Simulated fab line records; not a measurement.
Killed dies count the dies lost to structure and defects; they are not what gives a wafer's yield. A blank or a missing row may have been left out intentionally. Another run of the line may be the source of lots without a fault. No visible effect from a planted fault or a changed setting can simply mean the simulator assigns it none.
fab line records + flow sky130
[record]
- lots = 13
- wafers = 36
- last-day = 50
route steps=708 shown LDD_P@266 SPACER@306 SD_P@324 RES_XHIGH@341 PAD_OPEN@708
lots with no fault: from the same line, run without faults
start-h: start of the lot's first displayed wafer, in hours after the record's first day + wait-h: hours since the lot's step before + " as in the row above + L1.1+2: several wafers, shown together as one row + - value missing, or start not given + * or withheld: withheld + < > ~ a bound
route shown NAME@n: NAME is a module with steps in the file, n the number in the route of the first one + usual: average and standard deviation across the fault-free wafers + same: alike in all rows + chamber/n: place in a boat + sites: per-site readings + _std_site: standard deviation of those values + _edge_site: mean of outer sites minus mean of inner sites + radius-mm: how far each site lies from the wafer's centre + mask NAME#n: copy n + behind: tool/chamber where the wafer was last shaped + hold: cause of the lot's hold/its duration in hours/its outcome + device: which transistor (n, p or np) failed to switch + end of line: tests run on the same wafers once the route is complete + for a step that has no rows: nothing shown but its recipe + killed: not the wafer's yield, but the dies lost to structure and defects at the first sort + map: a wafer's dies, marking killed ones x, the rest . and places with no die _
set.NAME: the setting as run; set.NAME@STEP: as run at that earlier step + model.NAME: the simulator's own value behind a step, which no gauge read
route steps across a sampled set of lots; one table per step, one row per wafer
services: from which hour (start-h, from the record's first day; less than 0 if before it) a tool's chamber was out of use, for how many hours, and why
[[steps]]
[step SKY_LDD_P_TW_MEAS_11]
[usual]
- LDD_P_TW = 636/4.7
| lot.wafer | tool          | chamber | start-h | wait-h | LDD_P_TW |
|-----------|---------------|---------|---------|--------|----------|
| L783.1    | film-metro-04 | -       | 505.71  | 0.1    | 644      |
| L783.4    | "             | -       | "       | "      | 639      |
| L783.5    | "             | -       | "       | "      | 644      |
| L782.1    | film-metro-03 | -       | 515.60  | 0.1    | 633      |
| L782.4    | "             | -       | "       | "      | 635      |
| L782.5    | "             | -       | "       | "      | 628      |
| L784.1    | film-metro-04 | -       | 526.05  | 0.1    | 645      |
| L784.3    | "             | -       | "       | "      | 643      |
| L784.5    | "             | -       | "       | "      | 648      |
| L787.3    | film-metro-04 | -       | 540.08  | 0.1    | 640      |
| L787.5    | "             | -       | "       | "      | 641      |
| L787.6    | "             | -       | "       | "      | 640      |
| L786.2    | film-metro-04 | -       | 542.87  | 0.1    | 645      |
| L786.3    | "             | -       | "       | "      | 643      |
| L786.4    | "             | -       | "       | "      | 639      |
| L788.3    | film-metro-03 | -       | 549.62  | 0.1    | 633      |
| L788.5    | "             | -       | "       | "      | 634      |
| L788.6    | "             | -       | "       | "      | 629      |
| L789.3    | film-metro-03 | -       | 549.92  | 0.1    | 625      |
| L789.5    | "             | -       | "       | "      | 629      |
| L789.6    | "             | -       | "       | "      | 630      |
| L791.1    | film-metro-02 | -       | 550.55  | 0.1    | 636      |
| L791.2    | "             | -       | "       | "      | 640      |
| L791.3    | "             | -       | "       | "      | 634      |
| L790.1    | film-metro-04 | -       | 556.65  | 0.1    | 636      |
| L790.2    | "             | -       | "       | "      | 634      |
| L790.6    | "             | -       | "       | "      | 636      |
| L793.3    | film-metro-03 | -       | 574.48  | 0.1    | 635      |
| L793.5    | "             | -       | "       | "      | 635      |
| L793.6    | "             | -       | "       | "      | 635      |
| L792.2    | film-metro-02 | -       | 575.46  | 0.1    | 632      |
| L792.3    | "             | -       | "       | "      | 633      |
| L792.4    | "             | -       | "       | "      | 636      |
| L799.1    | film-metro-03 | -       | 621.00  | 0.1    | 633      |
| L799.3    | "             | -       | "       | "      | 632      |
| L800.3    | film-metro-03 | -       | 626.75  | 0.1    | 633      |
[step SKY_SPACER_ETCHBACK_02]
[recipe]
- chemistry = CH3F/O2
- target = Si3N4
- stop-on = SiO2
- source-w = 400
- bias-w = 80
- pressure-mtorr = 25
- ch3f-flow-sccm = 40
- O2_flow_sccm = 30
- time-s = 46.7
- target-depth-a = 450
[usual]
- drypump-motor-current-A = 5.8/0.48
- oes-product-au = 0.854/0.0067
- throttle-valve-pct = 10.562/0.0093
| lot.wafer | tool        | chamber | start-h | wait-h | drypump-motor-current-A | oes-product-au | rf-hours-counter-h | throttle-valve-pct |
|-----------|-------------|---------|---------|--------|-------------------------|----------------|--------------------|--------------------|
| L783.1    | rie-diel-02 | 2       | 596.31  | 0.1    | 5.8                     | 0.862          | 0                  | 10.577             |
| L783.4    | "           | 1       | "       | "      | 6.3                     | 0.867          | 1                  | 10.574             |
| L783.5    | "           | 0       | "       | "      | 5.2                     | 0.859          | -                  | 10.564             |
| L782.1    | rie-diel-04 | 2       | 608.54  | 0.1    | 5.9                     | 0.854          | 15                 | 10.565             |
| L782.4    | "           | 0       | "       | "      | 5.2                     | 0.862          | -                  | 10.562             |
| L782.5    | "           | 2       | "       | "      | 5.9                     | 0.850          | -                  | 10.566             |
| L784.1    | rie-diel-04 | 2       | 617.26  | 0.1    | 5.9                     | 0.843          | 16                 | 10.558             |
| L784.3    | "           | 0       | "       | "      | 5.2                     | 0.860          | 11                 | 10.554             |
| L784.5    | "           | 2       | "       | "      | 5.9                     | 0.864          | -                  | 10.571             |
| L787.3    | rie-diel-01 | 2       | 630.85  | 0.0    | 5.5                     | 0.864          | 2                  | 10.574             |
| L787.5    | "           | 0       | "       | "      | 6.6                     | 0.872          | -                  | 10.563             |
| L787.6    | "           | 1       | "       | "      | 5.3                     | 0.865          | -                  | 10.566             |
| L786.2    | rie-diel-02 | 0       | 634.34  | 0.0    | 5.2                     | 0.859          | 3                  | 10.564             |
| L786.3    | "           | 2       | "       | "      | 5.8                     | 0.868          | 1                  | 10.551             |
| L786.4    | "           | 1       | "       | "      | 6.3                     | 0.854          | 2                  | 10.569             |
| L788.3    | rie-diel-01 | 1       | 666.37  | 0.0    | 5.3                     | 0.849          | 2                  | 10.563             |
| L788.5    | "           | 3       | "       | "      | 5.4                     | 0.844          | -                  | 10.568             |
| L788.6    | "           | 0       | "       | "      | 6.7                     | 0.849          | -                  | 10.565             |
| L789.3    | rie-diel-04 | 1       | 666.37  | 0.0    | 5.7                     | 0.848          | 2                  | 10.572             |
| L789.5    | "           | 2       | "       | "      | 5.9                     | 0.856          | -                  | 10.562             |
| L789.6    | "           | 1       | "       | "      | 5.7                     | 0.852          | -                  | 10.565             |
| L791.1    | rie-diel-02 | 3       | 666.37  | 0.1    | 6.5                     | 0.859          | 2                  | 10.562             |
| L791.2    | "           | 0       | "       | "      | 5.2                     | 0.858          | 3                  | 10.561             |
| L791.3    | "           | 1       | "       | "      | 6.3                     | 0.855          | 3                  | 10.558             |
| L790.1    | rie-diel-01 | 0       | 666.43  | 0.1    | 6.6                     | 0.845          | 8                  | 10.550             |
| L790.2    | "           | 3       | "       | "      | 5.5                     | 0.849          | 5                  | 10.551             |
| L790.6    | "           | 1       | "       | "      | 5.3                     | 0.855          | -                  | 10.562             |
| L792.2    | rie-diel-02 | 3       | 666.43  | 0.0    | 6.4                     | 0.856          | 2                  | 10.561             |
| L792.3    | "           | 0       | "       | "      | 5.2                     | 0.859          | 3                  | 10.559             |
| L792.4    | "           | 1       | "       | "      | 6.3                     | 0.850          | 3                  | 10.573             |
| L793.3    | rie-diel-04 | 0       | 666.43  | 0.0    | 5.2                     | 0.846          | 12                 | 10.562             |
| L793.5    | "           | 2       | "       | "      | 5.9                     | 0.843          | -                  | 10.562             |
| L793.6    | "           | 1       | "       | "      | 5.7                     | 0.853          | -                  | 10.564             |
| L799.1    | rie-diel-02 | 2       | 709.21  | 0.1    | 5.8                     | 0.850          | 2                  | 10.582             |
| L799.3    | "           | 1       | "       | "      | 6.3                     | 0.843          | 4                  | 10.580             |
| L800.3    | rie-diel-01 | 2       | 716.99  | 0.0    | 5.5                     | 0.850          | 4                  | 10.561             |
[step SKY_SD_P_EXPOSE_04]
[recipe]
- mask-id = PSDM
- na = 0.6
- source-shape = conventional
- sigma-outer = 0.6
- polarization = unpolarized
- target-cd-nm = 380
- dose-mj = 138
[same]
- sigma-outer = 0.6
| lot.wafer  | tool             | chamber | start-h | wait-h | mask   |
|------------|------------------|---------|---------|--------|--------|
| L783.1+4+5 | iline-stepper-02 | 0       | 639.44  | -      | PSDM#0 |
| L782.1+4+5 | iline-stepper-01 | 0       | 652.58  | -      | PSDM#0 |
| L784.1+3+5 | iline-stepper-02 | 0       | 660.07  | -      | PSDM#0 |
| L787.3+5+6 | iline-stepper-02 | 0       | 672.66  | -      | PSDM#0 |
| L786.2+3+4 | iline-stepper-02 | 0       | 674.31  | -      | PSDM#0 |
| L791.1+2+3 | iline-stepper-01 | 0       | 707.12  | -      | PSDM#0 |
| L788.3+5+6 | iline-stepper-01 | 0       | 707.49  | -      | PSDM#0 |
| L789.3+5+6 | iline-stepper-01 | 0       | 707.63  | -      | PSDM#0 |
| L793.3+5+6 | iline-stepper-01 | 0       | 708.13  | -      | PSDM#0 |
| L792.2+3+4 | iline-stepper-01 | 0       | 708.81  | -      | PSDM#0 |
| L790.1+2+6 | iline-stepper-01 | 0       | 708.95  | -      | PSDM#0 |
| L799.1+3   | iline-stepper-01 | 0       | 752.14  | -      | PSDM#0 |
| L800.3     | iline-stepper-01 | 0       | 757.88  | -      | PSDM#0 |
[step SKY_SD_P_CD_MEAS_07]
[recipe]
- target-cd-nm = 380
[usual]
- cd-nm = 381.2/2.6
| lot.wafer | tool      | chamber | start-h | wait-h | hold                     | cd-nm |
|-----------|-----------|---------|---------|--------|--------------------------|-------|
| L783.1    | cd-sem-02 | -       | 652.99  | 0.1    | -                        | 378.5 |
| L783.4    | "         | -       | "       | "      | -                        | 378.5 |
| L783.5    | "         | -       | "       | "      | -                        | 377.7 |
| L782.1    | cd-sem-01 | -       | 665.24  | 0.1    | -                        | 380.7 |
| L782.4    | "         | -       | "       | "      | -                        | 382.7 |
| L782.5    | "         | -       | "       | "      | -                        | 383.1 |
| L784.1    | cd-sem-02 | -       | 672.79  | 0.1    | -                        | 380.7 |
| L784.3    | "         | -       | "       | "      | -                        | 382.2 |
| L784.5    | "         | -       | "       | "      | -                        | 380.7 |
| L787.3    | cd-sem-01 | -       | 687.28  | 0.1    | -                        | 380.1 |
| L787.5    | "         | -       | "       | "      | -                        | 381.8 |
| L787.6    | "         | -       | "       | "      | -                        | 384.7 |
| L786.2    | cd-sem-02 | -       | 689.12  | 0.1    | -                        | 375.9 |
| L786.3    | "         | -       | "       | "      | -                        | 375.5 |
| L786.4    | "         | -       | "       | "      | -                        | 376.6 |
| L791.1    | cd-sem-02 | -       | 720.55  | 0.1    | -                        | 378.9 |
| L791.2    | "         | -       | "       | "      | -                        | 381.5 |
| L791.3    | "         | -       | "       | "      | -                        | 381.4 |
| L788.3    | cd-sem-01 | -       | 721.08  | 0.1    | -                        | 385.9 |
| L788.5    | "         | -       | "       | "      | -                        | 387.1 |
| L788.6    | "         | -       | "       | "      | -                        | 388.7 |
| L789.3    | cd-sem-02 | -       | 721.38  | 0.1    | -                        | 378.5 |
| L789.5    | "         | -       | "       | "      | -                        | 382.0 |
| L789.6    | "         | -       | "       | "      | -                        | 381.0 |
| L793.3    | cd-sem-01 | -       | 721.79  | 0.1    | -                        | 382.5 |
| L793.5    | "         | -       | "       | "      | -                        | 380.9 |
| L793.6    | "         | -       | "       | "      | -                        | 381.4 |
| L792.2    | cd-sem-01 | -       | 722.97  | 0.1    | -                        | 382.5 |
| L792.3    | "         | -       | "       | "      | -                        | 380.6 |
| L792.4    | "         | -       | "       | "      | -                        | 381.9 |
| L790.1    | cd-sem-02 | -       | 723.09  | 0.1    | -                        | 380.1 |
| L790.2    | "         | -       | "       | "      | -                        | 384.4 |
| L790.6    | "         | -       | "       | "      | -                        | 382.6 |
| L799.1    | cd-sem-02 | -       | 765.40  | 0.1    | await-dispo/0.2h/release | 381.4 |
| L799.3    | "         | -       | "       | "      | await-dispo/0.2h/release | 354.6 |
| L799.1    | cd-sem-02 | -       | 765.69  | 0.3    | -                        | 381.7 |
| L799.3    | "         | -       | "       | "      | -                        | 355.0 |
| L800.3    | cd-sem-01 | -       | 769.99  | 0.1    | await-dispo/0.2h/release | 353.2 |
| L800.3    | cd-sem-01 | -       | 770.28  | 0.3    | -                        | 352.8 |
[step SKY_RES_XHIGH_TW_MEAS_09]
[usual]
- RES_XHIGH_TW = 1638/9.3
| lot.wafer | tool          | chamber | start-h | wait-h | RES_XHIGH_TW |
|-----------|---------------|---------|---------|--------|--------------|
| L783.1    | film-metro-02 | -       | 678.05  | 0.1    | 1628         |
| L783.4    | "             | -       | "       | "      | 1641         |
| L783.5    | "             | -       | "       | "      | 1633         |
| L782.1    | film-metro-02 | -       | 692.75  | 0.1    | 1632         |
| L782.4    | "             | -       | "       | "      | 1634         |
| L782.5    | "             | -       | "       | "      | 1642         |
| L784.1    | film-metro-01 | -       | 702.25  | 0.1    | 1641         |
| L784.3    | "             | -       | "       | "      | 1650         |
| L784.5    | "             | -       | "       | "      | 1654         |
| L787.3    | film-metro-03 | -       | 715.42  | 0.1    | 1634         |
| L787.5    | "             | -       | "       | "      | 1628         |
| L787.6    | "             | -       | "       | "      | 1632         |
| L786.2    | film-metro-03 | -       | 717.26  | 0.1    | 1626         |
| L786.3    | "             | -       | "       | "      | 1632         |
| L786.4    | "             | -       | "       | "      | 1628         |
| L791.1    | film-metro-01 | -       | 748.15  | 0.1    | 1656         |
| L791.2    | "             | -       | "       | "      | 1655         |
| L791.3    | "             | -       | "       | "      | 1649         |
| L788.3    | film-metro-02 | -       | 748.82  | 0.1    | 1645         |
| L788.5    | "             | -       | "       | "      | 1649         |
| L788.6    | "             | -       | "       | "      | 1647         |
| L789.3    | film-metro-01 | -       | 749.42  | 0.1    | 1651         |
| L789.5    | "             | -       | "       | "      | 1649         |
| L789.6    | "             | -       | "       | "      | 1652         |
| L793.3    | film-metro-02 | -       | 749.72  | 0.1    | 1650         |
| L793.5    | "             | -       | "       | "      | 1651         |
| L793.6    | "             | -       | "       | "      | 1649         |
| L792.2    | film-metro-01 | -       | 750.76  | 0.1    | 1650         |
| L792.3    | "             | -       | "       | "      | 1643         |
| L792.4    | "             | -       | "       | "      | 1649         |
| L790.1    | film-metro-03 | -       | 751.30  | 0.1    | 1636         |
| L790.2    | "             | -       | "       | "      | 1641         |
| L790.6    | "             | -       | "       | "      | 1645         |
| L799.1    | film-metro-03 | -       | 791.10  | 0.1    | 1632         |
| L799.3    | "             | -       | "       | "      | 1630         |
| L800.3    | film-metro-03 | -       | 795.32  | 0.1    | 1623         |
[step SKY_PAD_OPEN_PROBE_99]
[usual]
- killed_at_M0_to_M3 = 44/6.9
- killed_at_M4_up = 3.3/1.7
- killed-at-contacts = 24/5.5
- killed-at-front-end = 16/4.5
- killed-at-other = 0.2/0.46
- killed-dies = 87/9.1
- killed-open = 48/7.3
- killed-short = 39/6.2
[same]
- gross-dies = 492
- killed-at-back-side = 0
| lot.wafer | tool      | chamber | start-h | wait-h | killed_at_M0_to_M3 | killed_at_M4_up | killed-at-contacts | killed-at-front-end | killed-at-other | killed-dies | killed-open | killed-short |
|-----------|-----------|---------|---------|--------|--------------------|-----------------|--------------------|---------------------|-----------------|-------------|-------------|--------------|
| L783.4    | prober-01 | -       | 1118.52 | 0.2    | 45                 | 2               | 32                 | 27                  | 0               | 106         | 69          | 34           |
| L784.1    | prober-02 | -       | 1142.12 | 0.1    | 33                 | 1               | 27                 | 14                  | 0               | 75          | 36          | 37           |
| L784.3    | prober-02 | -       | 1142.22 | 0.2    | 47                 | 2               | 30                 | 20                  | 0               | 99          | 63          | 36           |
| L784.5    | prober-02 | -       | 1142.32 | 0.2    | 43                 | 4               | 26                 | 16                  | 1               | 90          | 45          | 41           |
| L787.3    | prober-01 | -       | 1145.74 | 0.2    | 36                 | 3               | 26                 | 19                  | 0               | 84          | 47          | 37           |
| L787.5    | prober-01 | -       | 1145.84 | 0.2    | 38                 | 3               | 37                 | 15                  | 0               | 93          | 53          | 39           |
| L787.6    | prober-01 | -       | 1145.89 | 0.2    | 34                 | 3               | 26                 | 13                  | 1               | 77          | 43          | 33           |
| L786.2    | prober-02 | -       | 1146.20 | 0.1    | 38                 | 4               | 30                 | 11                  | 0               | 83          | 44          | 39           |
| L786.3    | prober-02 | -       | 1146.25 | 0.2    | 58                 | 4               | 28                 | 12                  | 0               | 102         | 61          | 41           |
| L786.4    | prober-02 | -       | 1146.30 | 0.2    | 53                 | 5               | 28                 | 13                  | 0               | 99          | 54          | 45           |
| L788.3    | prober-02 | -       | 1165.12 | 0.2    | 41                 | 3               | 27                 | 19                  | 0               | 90          | 39          | 51           |
| L788.5    | prober-02 | -       | 1165.22 | 0.2    | 63                 | 2               | 14                 | 11                  | 0               | 90          | 36          | 54           |
| L788.6    | prober-02 | -       | 1165.27 | 0.2    | 49                 | 3               | 29                 | 10                  | 0               | 91          | 51          | 40           |
| L789.3    | prober-01 | -       | 1166.93 | 0.2    | 36                 | 2               | 27                 | 21                  | 0               | 86          | 48          | 37           |
| L789.5    | prober-01 | -       | 1167.03 | 0.2    | 40                 | 5               | 28                 | 23                  | 0               | 96          | 58          | 38           |
| L789.6    | prober-01 | -       | 1167.08 | 0.2    | 36                 | 2               | 17                 | 11                  | 0               | 66          | 26          | 40           |
| L792.2    | prober-02 | -       | 1168.31 | 0.1    | 40                 | 4               | 26                 | 14                  | 0               | 84          | 41          | 43           |
| L792.3    | prober-02 | -       | 1168.36 | 0.2    | 47                 | 2               | 14                 | 15                  | 0               | 78          | 37          | 41           |
| L792.4    | prober-02 | -       | 1168.41 | 0.2    | 43                 | 0               | 27                 | 8                   | 0               | 78          | 43          | 35           |
| L793.3    | prober-01 | -       | 1169.52 | 0.2    | 53                 | 2               | 23                 | 11                  | 0               | 89          | 56          | 33           |
| L793.5    | prober-01 | -       | 1169.62 | 0.2    | 47                 | 5               | 29                 | 17                  | 0               | 98          | 52          | 46           |
| L793.6    | prober-01 | -       | 1169.67 | 0.2    | 51                 | 2               | 34                 | 15                  | 0               | 102         | 62          | 40           |
// killed by level:class
L783.4 VIA1:geometric-particle:open=14 CONTACT:geometric-particle:open=13 LI_CONTACT:geometric-particle:open=11 FIELD_ISO:geometric-particle:open=9 METAL1:geometric-particle:short=6 METAL2:geometric-particle:short=6 VIA3:geometric-particle:open=6 POLY_GATE:geometric-particle:open=5
L784.1 CONTACT:geometric-particle:open=12 VIA2:geometric-particle:open=6 FIELD_ISO:geometric-particle:short=5 VIA1:geometric-particle:open=5 VIA1:geometric-particle:short=5 LOCAL_INTERCONNECT:geometric-particle:short=4 CONTACT:geometric-particle:short=4 METAL2:geometric-particle:short=4
L784.3 CONTACT:geometric-particle:open=14 VIA3:geometric-particle:open=10 LI_CONTACT:geometric-particle:open=8 VIA1:geometric-particle:open=8 FIELD_ISO:geometric-particle:short=7 VIA2:geometric-particle:open=7 FIELD_ISO:geometric-particle:open=6 METAL1:geometric-particle:short=5
L784.5 CONTACT:geometric-particle:open=10 VIA2:geometric-particle:open=8 METAL2:geometric-particle:short=8 VIA3:geometric-particle:open=7 LI_CONTACT:geometric-particle:open=6 CONTACT:geometric-particle:short=6 VIA1:geometric-particle:open=6 FIELD_ISO:geometric-particle:short=5
L787.3 CONTACT:geometric-particle:open=10 LI_CONTACT:geometric-particle:open=9 VIA2:geometric-particle:open=6 FIELD_ISO:geometric-particle:open=5 VIA3:geometric-particle:open=5 CONTACT:geometric-particle:short=5 METAL1:geometric-particle:short=5 VIA1:geometric-particle:short=5
L787.5 CONTACT:geometric-particle:open=18 VIA3:geometric-particle:open=9 CONTACT:geometric-particle:short=8 LI_CONTACT:geometric-particle:open=6 VIA1:geometric-particle:short=6 VIA2:geometric-particle:open=6 POLY_GATE:geometric-particle:short=4 VIA3:geometric-particle:short=4
L787.6 LI_CONTACT:geometric-particle:open=10 VIA1:geometric-particle:open=9 CONTACT:geometric-particle:open=6 METAL2:geometric-particle:short=5 LOCAL_INTERCONNECT:geometric-particle:short=4 CONTACT:geometric-particle:short=4 VIA3:geometric-particle:open=4 VIA3:geometric-particle:short=4
L786.2 CONTACT:geometric-particle:open=12 VIA1:geometric-particle:open=9 LI_CONTACT:geometric-particle:open=5 LOCAL_INTERCONNECT:geometric-particle:short=5 VIA1:geometric-particle:short=5 VIA2:geometric-particle:open=5 VIA3:geometric-particle:short=5 VIA3:geometric-particle:open=4
L786.3 VIA1:geometric-particle:open=14 LI_CONTACT:geometric-particle:open=11 VIA2:geometric-particle:open=11 CONTACT:geometric-particle:open=10 VIA1:geometric-particle:short=9 METAL2:geometric-particle:short=6 FIELD_ISO:geometric-particle:open=5 VIA3:geometric-particle:open=5
L786.4 VIA1:geometric-particle:open=15 VIA1:geometric-particle:short=9 CONTACT:geometric-particle:open=8 VIA2:geometric-particle:open=8 FIELD_ISO:geometric-particle:short=7 LI_CONTACT:geometric-particle:open=7 VIA3:geometric-particle:open=7 LOCAL_INTERCONNECT:geometric-particle:short=5
L788.3 LI_CONTACT:geometric-particle:open=8 METAL1:geometric-particle:short=8 METAL2:geometric-particle:short=7 FIELD_ISO:geometric-particle:open=6 POLY_GATE:geometric-particle:short=6 VIA1:geometric-particle:short=6 CONTACT:geometric-particle:short=6 VIA2:geometric-particle:open=6
L788.5 VIA1:geometric-particle:open=13 VIA1:geometric-particle:short=9 METAL2:geometric-particle:short=9 VIA3:geometric-particle:open=9 VIA3:geometric-particle:short=8 METAL1:geometric-particle:short=7 FIELD_ISO:geometric-particle:short=6 CONTACT:geometric-particle:short=4
L788.6 CONTACT:geometric-particle:open=13 VIA1:geometric-particle:open=11 VIA2:geometric-particle:open=10 METAL1:geometric-particle:short=7 LI_CONTACT:geometric-particle:open=6 VIA3:geometric-particle:open=5 METAL2:geometric-particle:short=5 LOCAL_INTERCONNECT:geometric-particle:short=4
L789.3 LI_CONTACT:geometric-particle:open=8 LOCAL_INTERCONNECT:geometric-particle:short=8 CONTACT:geometric-particle:open=8 VIA3:geometric-particle:open=8 METAL1:geometric-particle:short=7 POLY_GATE:geometric-particle:open=6 VIA2:geometric-particle:open=6 POLY_GATE:geometric-particle:short=4
L789.5 CONTACT:geometric-particle:open=9 VIA1:geometric-particle:open=8 LI_CONTACT:geometric-particle:open=8 VIA3:geometric-particle:open=8 FIELD_ISO:geometric-particle:open=7 CONTACT:geometric-particle:short=7 POLY_GATE:geometric-particle:open=5 VIA1:geometric-particle:short=5
L789.6 METAL2:geometric-particle:short=8 METAL1:geometric-particle:short=6 LI_CONTACT:geometric-particle:open=5 CONTACT:geometric-particle:short=5 VIA1:geometric-particle:open=4 VIA1:geometric-particle:short=4 VIA3:geometric-particle:open=4 FIELD_ISO:geometric-particle:open=3
L792.2 LOCAL_INTERCONNECT:geometric-particle:short=13 VIA1:geometric-particle:open=9 VIA3:geometric-particle:open=8 CONTACT:geometric-particle:open=6 METAL1:geometric-particle:short=6 VIA1:geometric-particle:short=4 POLY_GATE:geometric-particle:open=3 POLY_GATE:geometric-particle:short=3
L792.3 VIA1:geometric-particle:open=11 METAL1:geometric-particle:short=8 METAL2:geometric-particle:short=7 CONTACT:geometric-particle:open=6 VIA3:geometric-particle:open=5 FIELD_ISO:geometric-particle:short=4 METAL3:geometric-particle:short=4 FIELD_ISO:geometric-particle:open=3
L792.4 CONTACT:geometric-particle:open=11 VIA1:geometric-particle:short=6 VIA1:geometric-particle:open=6 VIA2:geometric-particle:open=6 LI_CONTACT:geometric-particle:open=5 LOCAL_INTERCONNECT:geometric-particle:short=5 METAL2:geometric-particle:short=5 VIA3:geometric-particle:open=5
L793.3 VIA1:geometric-particle:open=16 VIA3:geometric-particle:open=11 CONTACT:geometric-particle:open=10 FIELD_ISO:geometric-particle:open=6 VIA3:geometric-particle:short=5 METAL1:geometric-particle:short=5 VIA1:geometric-particle:short=5 LOCAL_INTERCONNECT:geometric-particle:short=4
L793.5 CONTACT:geometric-particle:open=12 VIA1:geometric-particle:open=9 VIA3:geometric-particle:open=8 VIA1:geometric-particle:short=6 VIA2:geometric-particle:short=6 METAL4:geometric-particle:short=5 LI_CONTACT:geometric-particle:short=5 METAL3:geometric-particle:short=5
L793.6 CONTACT:geometric-particle:open=15 VIA1:geometric-particle:open=14 LI_CONTACT:geometric-particle:open=10 VIA2:geometric-particle:short=7 METAL2:geometric-particle:short=6 VIA3:geometric-particle:open=6 LOCAL_INTERCONNECT:geometric-particle:short=5 FIELD_ISO:geometric-particle:open=4
[[services]]
| tool             | chamber | start-h | hours | kind           |
|------------------|---------|---------|-------|----------------|
| rie-diel-01      | 0       | 572.75  | 3.6   | repair         |
| rie-diel-04      | 1       | 579.50  | 9.0   | repair         |
| rie-diel-04      | 3       | 588.52  | -     | clean          |
| rie-diel-04      | 3       | 588.52  | 21.8  | scheduled-down |
| rie-diel-04      | 3       | 588.52  | 21.8  | vent-cycle     |
| iline-stepper-02 | -       | 588.56  | 5.1   | repair         |
| rie-diel-02      | 0       | 600.71  | 5.3   | repair         |
| rie-diel-04      | 1       | 602.55  | 20.4  | repair         |
| rie-diel-01      | 1       | 603.21  | 13.7  | repair         |
| rie-diel-01      | -       | 607.12  | 15.6  | pm             |
| iline-stepper-01 | 0       | 615.65  | -     | calibration    |
| rie-diel-04      | -       | 623.92  | 14.6  | pm             |
| iline-stepper-01 | -       | 624.35  | 1.7   | pm             |
| rie-diel-01      | -       | 640.00  | 1.0   | repair         |
| iline-stepper-02 | -       | 683.69  | 1.7   | pm             |
| iline-stepper-01 | -       | 689.41  | 8.9   | pm             |
| iline-stepper-02 | -       | 707.05  | 7.4   | repair         |
| rie-diel-04      | 0       | 718.59  | 6.2   | repair         |
| rie-diel-01      | -       | 719.57  | 2.5   | repair         |
| rie-diel-02      | 0       | 732.78  | 5.4   | repair         |
| iline-stepper-02 | -       | 739.09  | 27.6  | repair         |
| rie-diel-04      | 3       | 739.18  | 6.5   | repair         |
| rie-diel-04      | 0       | 754.07  | 1.3   | repair         |
| rie-diel-04      | -       | 754.43  | 0.2   | repair         |
[[key]]
[first-sign]
- step = SKY_SD_P_CD_MEAS_07
- reading = visit
- direction = added
[effect]
- step = SKY_SD_P_CD_MEAS_07
- reading = cd-nm
- direction = down
- sigmas = 11
- usual = 381.2
- struck = 353.9
met-at SKY_SD_P_EXPOSE_04
struck-lots L799,L800
struck-wafers L799.3,L800.3
tester-left-out L799,L800
not-acting-at SKY_LDD_P_TW_MEAS_11,SKY_SPACER_ETCHBACK_02,SKY_RES_XHIGH_TW_MEAS_09
onset-between 708.95 752.14
[fault]
- kind = process-parameter-drift
- tool = iline-stepper-01
- chamber = -
- onset-h = 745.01
- steps = SKY_SD_P_EXPOSE_04
- channel = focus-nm
- offset = 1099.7
- shape = step
- end-h = 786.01
- scope = struck-wafers-only
// tester-left-out: of these lots the tester's yield and bins aren't shown, on N5 and GAA mostly nor the transistor test; their killed dies are dies lost to structure and defects alone, not to doping, threshold or leakage, so they don't give the yield
